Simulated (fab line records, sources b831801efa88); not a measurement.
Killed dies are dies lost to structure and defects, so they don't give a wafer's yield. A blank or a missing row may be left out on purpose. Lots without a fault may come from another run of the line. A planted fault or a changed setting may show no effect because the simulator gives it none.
Which tool did it? | flow sky130 | 24 lots, 72 wafers sampled, at 6 steps of a route of 708

WHAT THE GAUGES READ, wafer by wafer
SKY_VIA2_THK_MEAS_01.
lot  | measured     | on            | VIA2_HDPCVD_THK (nm)
L075 | day 35 15:03 | film_metro-03 | 1177 1184 1181
L074 | day 35 15:50 | film_metro-01 | 1182 1182 1182
L076 | day 36 02:14 | film_metro-04 | 1169 1170 1162
L077 | day 36 03:47 | film_metro-04 | 1159 1157 1164
L078 | day 36 10:19 | film_metro-01 | 1172 1178 1179
L079 | day 38 00:06 | film_metro-04 | 1170 1173 1178
L081 | day 38 02:15 | film_metro-01 | 1159 1156 1161
L080 | day 38 04:42 | film_metro-01 | 1171 1173 1165
L084 | day 39 08:19 | film_metro-03 | 1166 1172 1155
L083 | day 39 10:08 | film_metro-04 | 1159 1164 1165
L082 | day 39 12:42 | film_metro-01 | 1163 1167 1174
L086 | day 40 01:01 | film_metro-03 | 1163 1159 1179
L085 | day 40 07:39 | film_metro-04 | 1166 1170 1186
L087 | day 40 12:10 | film_metro-04 | 1174 1173 1169
L088 | day 40 15:26 | film_metro-04 | 1186 1191 1186
L090 | day 40 21:20 | film_metro-03 | 1175 1169 1168
L089 | day 40 23:28 | film_metro-03 | 1191 1200 1175
L092 | day 41 03:31 | film_metro-03 | 1196 1190 1175
L091 | day 41 08:13 | film_metro-04 | 1196 1202 1187
L094 | day 41 14:10 | film_metro-04 | 1159 1171 1174
L093 | day 41 17:40 | film_metro-04 | 1185 1176 1199
L096 | day 41 20:44 | film_metro-04 | 1174 1164 1190
L095 | day 42 00:54 | film_metro-01 | 1185 1193 1202
L097 | day 42 06:04 | film_metro-01 | 1180 1175 1170

SKY_CAPM_OVL_MEAS_12.
lot  | measured     | on         | CAPM_OVL (nm)
L075 | day 37 22:42 | overlay-01 | -2.0 -0.8 -0.5
L074 | day 37 23:08 | overlay-01 | -2.2 -1.5 -2.7
L076 | day 38 09:10 | overlay-01 | -0.2 0.2 -0.7
L077 | day 38 11:22 | overlay-01 | 1.4 -1.2 -1.4
L078 | day 38 16:47 | overlay-02 | -1.0 -1.7 -1.1
L079 | day 40 05:33 | overlay-02 | 1.7 1.5 0.4
L081 | day 40 06:28 | overlay-02 | -1.7 -0.9 -2.2
L080 | day 40 10:01 | overlay-01 | -0.9 -1.0 0.7
L084 | day 41 11:23 | overlay-02 | -3.4 -0.9 -2.5
L083 | day 41 13:07 | overlay-02 | -2.0 -2.6 -0.2
L082 | day 41 15:02 | overlay-01 | -1.2 -0.1 0.2
L086 | day 42 02:52 | overlay-01 | -0.8 -0.8 -1.6
L085 | day 42 09:28 | overlay-02 | -3.4 -2.1 -2.8
L087 | day 42 14:48 | overlay-01 | 2.2 2.3 0.9
L088 | day 42 16:41 | overlay-02 | 0.4 -1.6 -0.7
L090 | day 42 23:10 | overlay-02 | 1.7 -0.5 1.9
L089 | day 43 02:00 | overlay-02 | -1.5 1.7 -0.5
L092 | day 43 03:58 | overlay-01 | 0.2 -1.8 0.2
L091 | day 43 08:56 | overlay-02 | -2.6 -2.2 -2.4
L094 | day 43 14:56 | overlay-01 | -1.5 -2.9 -1.6
L093 | day 43 18:01 | overlay-02 | -1.9 -1.0 1.4
L096 | day 43 21:34 | overlay-01 | 0.6 -2.2 -2.4
L095 | day 44 01:18 | overlay-02 | -2.7 -3.0 -3.6
L097 | day 44 06:21 | overlay-02 | 1.3 0.0 -1.1

SKY_VIA3_RS_MEAS_22: measures by four-point-probe.
lot  | measured     | on            | VIA3_W_RS (ohm/sq)
L075 | day 40 04:20 | film_metro-03 | 0.292 0.293 0.291
L074 | day 40 05:23 | film_metro-02 | 0.291 0.286 0.291
L076 | day 40 14:17 | film_metro-02 | 0.290 0.294 0.290
L077 | day 40 16:43 | film_metro-02 | 0.293 0.294 0.290
L078 | day 40 22:10 | film_metro-03 | 0.292 0.292 0.289
L079 | day 42 07:44 | film_metro-01 | 0.294 0.295 0.293
L081 | day 42 09:14 | film_metro-02 | 0.288 0.286 0.289
L080 | day 42 12:53 | film_metro-01 | 0.300 0.294 0.296
L084 | day 43 13:47 | film_metro-03 | 0.291 0.292 0.288
L083 | day 43 14:26 | film_metro-01 | 0.292 0.290 0.290
L082 | day 43 17:19 | film_metro-02 | 0.287 0.289 0.289
L086 | day 44 03:59 | film_metro-01 | 0.292 0.297 0.293
L085 | day 44 10:56 | film_metro-03 | 0.289 0.294 0.288
L087 | day 44 16:05 | film_metro-03 | 0.294 0.296 0.290
L088 | day 44 18:18 | film_metro-02 | 0.290 0.289 0.287
L090 | day 44 23:55 | film_metro-02 | 0.291 0.292 0.292
L089 | day 45 02:39 | film_metro-01 | 0.297 0.291 0.295
L092 | day 45 04:16 | film_metro-03 | 0.291 0.292 0.293
L091 | day 45 09:35 | film_metro-03 | 0.293 0.295 0.296
L094 | day 45 13:38 | film_metro-03 | 0.294 0.292 0.292
L093 | day 45 17:32 | film_metro-01 | 0.292 0.292 0.294
L096 | day 45 20:11 | film_metro-02 | 0.291 0.286 0.295
L095 | day 45 23:49 | film_metro-02 | 0.292 0.289 0.295
L097 | day 46 05:00 | film_metro-01 | 0.297 0.292 0.294

SKY_VIA4_THK_MEAS_20: measures by xrf.
lot  | measured     | on            | VIA4_W_THK (nm)
L075 | day 43 06:38 | film_metro-04 | 514 509 515
L074 | day 43 07:58 | film_metro-04 | 503 517 521
L076 | day 43 16:12 | film_metro-03 | 517 510 521
L077 | day 43 19:24 | film_metro-01 | 515 514 506
L078 | day 44 01:02 | film_metro-04 | 511 512 512
L079 | day 45 07:29 | film_metro-03 | 521 522 515
L081 | day 45 09:04 | film_metro-03 | 515 516 534
L080 | day 45 12:08 | film_metro-04 | 515 502 510
L084 | day 46 09:57 | film_metro-04 | 513 514 507
L083 | day 46 11:29 | film_metro-01 | 522 528 517
L082 | day 46 14:27 | film_metro-01 | 533 522 523
L086 | day 47 00:25 | film_metro-03 | 516 519 517
L085 | day 47 06:29 | film_metro-03 | 518 524 513
L087 | day 47 10:02 | film_metro-03 | 509 520 508
L088 | day 47 13:28 | film_metro-04 | 512 523 520
L090 | day 47 17:52 | film_metro-04 | 511 506 522
L089 | day 47 20:08 | film_metro-01 | 499 502 509
L092 | day 47 22:02 | film_metro-03 | 518 524 516
L091 | day 48 03:05 | film_metro-04 | 511 516 506
L094 | day 48 06:52 | film_metro-01 | 500 499 498
L093 | day 48 09:12 | film_metro-03 | 523 518 519
L096 | day 48 13:55 | film_metro-04 | 525 517 515
L095 | day 48 15:53 | film_metro-03 | 514 512 514
L097 | day 48 21:25 | film_metro-04 | 520 520 527

WHICH TOOL RAN EACH LOT (tool, then ch and the chambers of the sampled wafers, then the start)
lot  | SKY_VIA2_SPUTTER_20          | SKY_VIA4_SPUTTER_17
L075 | pvd_sputter-03, day 36 19:01 | pvd_sputter-03, day 43 06:19
L074 | pvd_sputter-01, day 36 19:38 | pvd_sputter-04, day 43 07:35
L076 | pvd_sputter-03, day 37 06:09 | pvd_sputter-02, day 43 15:52
L077 | pvd_sputter-01, day 37 08:10 | pvd_sputter-02, day 43 19:04
L078 | pvd_sputter-04, day 37 13:58 | pvd_sputter-03, day 44 00:41
L079 | pvd_sputter-04, day 39 03:41 | pvd_sputter-02, day 45 07:09
L081 | pvd_sputter-04, day 39 05:02 | pvd_sputter-04, day 45 08:44
L080 | pvd_sputter-03, day 39 07:40 | pvd_sputter-03, day 45 11:47
L084 | pvd_sputter-01, day 40 11:02 | pvd_sputter-04, day 46 09:37
L083 | pvd_sputter-01, day 40 12:20 | pvd_sputter-03, day 46 11:09
L082 | pvd_sputter-01, day 40 14:46 | pvd_sputter-04, day 46 14:06
L086 | pvd_sputter-04, day 41 02:22 | pvd_sputter-02, day 46 23:56
L085 | pvd_sputter-03, day 41 09:16 | pvd_sputter-03, day 47 06:08
L087 | pvd_sputter-04, day 41 13:41 | pvd_sputter-04, day 47 09:41
L088 | pvd_sputter-03, day 41 16:28 | pvd_sputter-02, day 47 13:08
L090 | pvd_sputter-01, day 41 22:35 | pvd_sputter-03, day 47 17:30
L089 | pvd_sputter-03, day 42 01:57 | pvd_sputter-03, day 47 19:48
L092 | pvd_sputter-03, day 42 04:04 | pvd_sputter-03, day 47 21:42
L091 | pvd_sputter-04, day 42 08:47 | pvd_sputter-04, day 48 02:44
L094 | pvd_sputter-01, day 42 15:16 | pvd_sputter-03, day 48 06:31
L093 | pvd_sputter-03, day 42 18:07 | pvd_sputter-02, day 48 08:51
L096 | pvd_sputter-03, day 42 21:27 | pvd_sputter-04, day 48 13:35
L095 | pvd_sputter-04, day 43 01:32 | pvd_sputter-04, day 48 15:23
L097 | pvd_sputter-04, day 43 06:38 | pvd_sputter-03, day 48 21:04
- SKY_VIA2_SPUTTER_20: material TiN, target thk 20 nm, time 80 s.
- SKY_VIA4_SPUTTER_17: material TiN, target thk 20 nm, time 80 s.

WHAT THE TOOLS THEMSELVES READ (means of the sampled wafers that have a number; where no wafer has one, the mark that the record gives instead)
SKY_VIA2_SPUTTER_20.
lot  | tool           | throttle_valve_pct (%)
L075 | pvd_sputter-03 | 29.3
L074 | pvd_sputter-01 | 29.9
L076 | pvd_sputter-03 | 29.5
L077 | pvd_sputter-01 | 29.9
L078 | pvd_sputter-04 | 30.8
L079 | pvd_sputter-04 | 30.9
L081 | pvd_sputter-04 | 30.7
L080 | pvd_sputter-03 | 29.2
L084 | pvd_sputter-01 | 29.3
L083 | pvd_sputter-01 | 29.7
L082 | pvd_sputter-01 | 29.7
L086 | pvd_sputter-04 | 30.9
L085 | pvd_sputter-03 | 29.8
L087 | pvd_sputter-04 | 30.9
L088 | pvd_sputter-03 | 29.4
L090 | pvd_sputter-01 | 29.5
L089 | pvd_sputter-03 | 29.5
L092 | pvd_sputter-03 | 29.4
L091 | pvd_sputter-04 | 30.6
L094 | pvd_sputter-01 | 29.8
L093 | pvd_sputter-03 | 29.7
L096 | pvd_sputter-03 | 30.7
L095 | pvd_sputter-04 | 30.8
L097 | pvd_sputter-04 | 30.7

SKY_VIA4_SPUTTER_17.
lot  | tool           | throttle_valve_pct (%)
L075 | pvd_sputter-03 | 28.9
L074 | pvd_sputter-04 | 30.8
L076 | pvd_sputter-02 | 30.3
L077 | pvd_sputter-02 | 29.7
L078 | pvd_sputter-03 | 28.6
L079 | pvd_sputter-02 | 30.2
L081 | pvd_sputter-04 | 31.0
L080 | pvd_sputter-03 | 29.9
L084 | pvd_sputter-04 | 30.9
L083 | pvd_sputter-03 | 29.8
L082 | pvd_sputter-04 | 30.8
L086 | pvd_sputter-02 | 30.1
L085 | pvd_sputter-03 | 28.5
L087 | pvd_sputter-04 | 30.4
L088 | pvd_sputter-02 | 29.9
L090 | pvd_sputter-03 | 29.3
L089 | pvd_sputter-03 | 29.8
L092 | pvd_sputter-03 | 29.8
L091 | pvd_sputter-04 | 31.2
L094 | pvd_sputter-03 | 30.1
L093 | pvd_sputter-02 | 30.6
L096 | pvd_sputter-04 | 31.1
L095 | pvd_sputter-04 | 31.1
L097 | pvd_sputter-03 | 29.5

THE ANSWER, worked out from the rows above alone
Rule: what is usual is taken from the lots themselves. Put in order of their means at a reading, lots are off if they are a third of the lots or fewer, leave a main group of 4 or more, and stand apart from it by a gap of 3 or more times the standard deviation of the main group's means; of several such gaps the widest counts. A main group whose means are all the same, to the digits that the tables above print for the reading, isn't used. A lot without any number at a reading at which 4 lots or more have one is off too. The other lots that the step has rows for count as sound. The gauges are gone through in route order, then the tools' own readings, and for those a lot's mean is taken as printed above. The first step at which some lot is off is used, and at that step the reading that is off furthest; a lot without a number counts as furthest.
No lot is off at any reading shown: from this, nothing can be told.

WHAT THE SIMULATOR HAD PUT IN
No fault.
